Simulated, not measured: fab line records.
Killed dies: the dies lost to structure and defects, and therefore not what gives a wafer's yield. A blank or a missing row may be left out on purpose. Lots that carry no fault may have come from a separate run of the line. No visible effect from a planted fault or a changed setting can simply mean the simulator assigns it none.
Problem report, 8D (eight disciplines) form, completed by code + flow sfq-line + the parts of the form that need people (team, actions taken, sign-off) are left out

== 1. PROBLEM STATEMENT ==
M2_NB_RS at SFQ_M2_RS_MEAS_914 reads a mean of 0.672 ohm/sq on 1 wafer of 1 lot; wafers without a fault read 0.887 ohm/sq with a standard deviation of 0.0092. That is -23 standard deviations from the usual mean.
The step: measures by four-point-probe.
First seen on wafer L464.2, day 37 07:40, on film-metro-03. The record holds 39 wafers of 13 lots with a number at this step. Rule for "out", or "out of limits": more than 4 standard deviations from the usual mean. The rest of the wafers with a number are treated as sound.

== 2. WHAT IT IS AND WHAT IT IS NOT ==
| question                    | is                | is not                                                                                             |
|-----------------------------|-------------------|----------------------------------------------------------------------------------------------------|
| which readings at this step | M2_NB_RS          | -                                                                                                  |
| which lots                  | L464              | L453, L454, L455, L459, L461, L462, L466, L467, L468, L470, L471, L474                             |
| which wafers of those lots  | L464.2            | L464.3, L464.6                                                                                     |
| read on which gauges        | film-metro-03     | film-metro-02, film-metro-04                                                                       |
| when                        | from day 37 07:40 | up to then (20 sound wafers); but 18 sound wafers of L466, L467, L468, L470, L471, L474 came after |

== 3. SUSPECTS, AND WHAT RULES EACH OUT ==
Counting: if a tool at a process step up to the reading ran every lot that is out, it stays a suspect. Sound lots after the first of them don't rule it out here, since some wafers of a struck lot are sound.
- the gauge at SFQ_M2_RS_MEAS_914: ruled out. All the wafers that are out were read on film-metro-03, but those of them that SFQ_TRILAYER_M2_ETCH_METAL_ETCH_060 has rows for are out there too, on other tools.
- rie-diel-02 at SFQ_TRILAYER_I0_VIA_BARC_OPEN_VIA_ETCH_046 (etches BARC in O2, target depth 125 nm, time 41.7 s): kept. It processed L464, the lot that is out, at day 23 06:45, and its most recent sound lot before then was L462 at day 22 03:37.
- pvd-sputter-05 at SFQ_TRILAYER_M2_DEP_SPUTTER_055 (material Nb, target thk 200 nm, time 133.3 s): kept. It processed L464, the lot that is out, at day 37 07:34, and its most recent sound lot before then was L455 at day 24 21:21.
- The sound lot-mates ran in chamber 3 of rie-diel-02 at SFQ_TRILAYER_I0_VIA_BARC_OPEN_VIA_ETCH_046, but the wafers that are out ran in chamber 0.
Remaining after the count are rie-diel-02 at SFQ_TRILAYER_I0_VIA_BARC_OPEN_VIA_ETCH_046 and pvd-sputter-05 at SFQ_TRILAYER_M2_DEP_SPUTTER_055.

== 4. THE CAUSE (what the simulator had put in) ==
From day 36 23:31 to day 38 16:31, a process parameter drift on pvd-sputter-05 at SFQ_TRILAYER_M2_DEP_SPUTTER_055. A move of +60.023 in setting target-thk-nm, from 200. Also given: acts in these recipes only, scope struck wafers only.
Of the 2 suspects that counting leaves, this tool is one.

== 5. SEQUENCE OF EFFECTS, ordered by route ==
One row per reading whose mean, taken over the struck wafers that have a number, lies over 3 standard deviations from the usual. Only readings for which the record gives a usual standard deviation are gone through. hours: the time from each lot's start at the first step in this table that gives one to its start at this step, as a median over the lots. sigmas: the change in usual standard deviations.
| hours | step                                | reading        | usual        | on struck wafers | change | sigmas |
|-------|-------------------------------------|----------------|--------------|------------------|--------|--------|
| 0     | SFQ_M2_RS_MEAS_914                  | M2_NB_RS       | 0.887 ohm/sq | 0.672            | -0.215 | -23    |
| 3     | SFQ_TRILAYER_M2_ETCH_METAL_ETCH_060 | oes-product-au | 0.896 a.u.   | 0.994            | +0.098 | +14    |
It contains these process steps:
- SFQ_TRILAYER_M2_ETCH_METAL_ETCH_060: etches Nb in Cl2/Ar, stops on SiO2, target depth 240 nm, time 120 s.

== 6. HOW IT WOULD HAVE BEEN CAUGHT EARLIER ==
8 hours passed between the start of the fault at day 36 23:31 and the first reading out of limits at a measuring or inspecting step in this record, taken at day 37 07:40.
Tool readings at SFQ_TRILAYER_M2_DEP_SPUTTER_055 with a usual standard deviation given in the record: none out on any struck wafer, hence no alarm at a limit of 4 standard deviations on them.
All the lots that are out (1) had begun SFQ_TRILAYER_M2_DEP_SPUTTER_055 on pvd-sputter-05 by day 37 07:40. Tool hold at that time: it would have spared none of them.
